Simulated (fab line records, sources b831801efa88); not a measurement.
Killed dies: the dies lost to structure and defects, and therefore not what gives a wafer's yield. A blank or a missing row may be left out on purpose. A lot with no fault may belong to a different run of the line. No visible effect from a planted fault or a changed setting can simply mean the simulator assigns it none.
One fault seen from 2 desks || flow sky130 || every desk sees just its own numbers, and what lay behind them comes last

AT THE TOOL OWNER'S DESK: lithoTrack-03
The tool's own readings at SKY_RES_PROTECT_SOFTBAKE_03 (time 60 s): means of the sampled wafers that have a number, for each lot that ran on this tool. A lot is out of limits, marked OUT, if its mean lies more than 4 standard deviations from the usual mean; the brackets give that distance.
Columns: A = heaterPowerTotalW at SKY_RES_PROTECT_SOFTBAKE_03, usual 56.60 W; B = runLengthS at SKY_RES_PROTECT_SOFTBAKE_03, usual 88.97 s
{"lot": "L296", "first seen here": "day 18 22:15", "A": 56.60, "B": 89.04}
{"lot": "L302", "first seen here": "day 21 07:21", "A": "67.37 (+99 or more) OUT", "B": "64.00 (-99 or more) OUT"}
{"lot": "L303", "first seen here": "day 21 13:48", "A": "67.33 (+99 or more) OUT", "B": "63.98 (-99 or more) OUT"}
{"lot": "L304", "first seen here": "day 21 19:29", "A": "67.42 (+99 or more) OUT", "B": "63.97 (-99 or more) OUT"}
This desk finds L302, L303, L304 out of limits, L302 being first, at day 21 07:21 (heaterPowerTotalW at SKY_RES_PROTECT_SOFTBAKE_03). L296 stayed within limits.

METROLOGY DESK
Lot by lot, what the gauges showed, no matter which tool ran the lot: averages of those sampled wafers that carry a number. A lot is out of limits, marked OUT, if its mean lies more than 4 standard deviations from the usual mean; the brackets give that distance.
Columns: A = GATE_OXIDE_OVL at SKY_GATE_OXIDE_OVL_MEAS_10, usual -0.5 nm; B = GATE_OXIDE_TW at SKY_GATE_OXIDE_TW_MEAS_14, usual 222.1; C = POLY_GATE_CVD_00_THK at SKY_POLY_GATE_THK_MEAS_01, usual 179.9 nm
{"lot": "L284", "first seen here": "day 14 00:04", "A": -1.5, "B": 221.8, "C": 179.0}
{"lot": "L286", "first seen here": "day 15 04:49", "A": -0.1, "B": 218.8, "C": 180.4}
{"lot": "L296", "first seen here": "day 18 02:37", "A": 0.2, "B": 222.0, "C": 178.2}
{"lot": "L302", "first seen here": "day 20 12:02", "A": -1.3, "B": 222.7, "C": 179.9}
{"lot": "L303", "first seen here": "day 20 18:59", "A": -2.3, "B": 222.8, "C": 181.3}
{"lot": "L304", "first seen here": "day 21 00:52", "A": 0.1, "B": 220.9, "C": 181.8}
{"lot": "L305", "first seen here": "day 21 02:34", "A": -1.3, "B": 222.7, "C": 180.1}
Finding of this desk: none of the 7 lots has anything out of limits.

TAKEN TOGETHER
At day 21 07:21, on L302, L303, L304, the tool owner's desk was in a position to raise an alarm.
Nothing out of limits was seen by the metrology desk.
The metrology desk holds a record of L302, L303, L304, inside its limits.
All the named lots went through SKY_RES_PROTECT_SOFTBAKE_03 on lithoTrack-03.

WHAT HAD BEEN PUT IN BY THE SIMULATOR
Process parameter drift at SKY_RES_PROTECT_SOFTBAKE_03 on lithoTrack-03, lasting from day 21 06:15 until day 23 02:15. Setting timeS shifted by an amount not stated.
Lots struck among those shown: L302, L303, L304.
How many hours passed from the start of the fault until each desk's first out-of-limits reading: the tool owner's desk, 1.
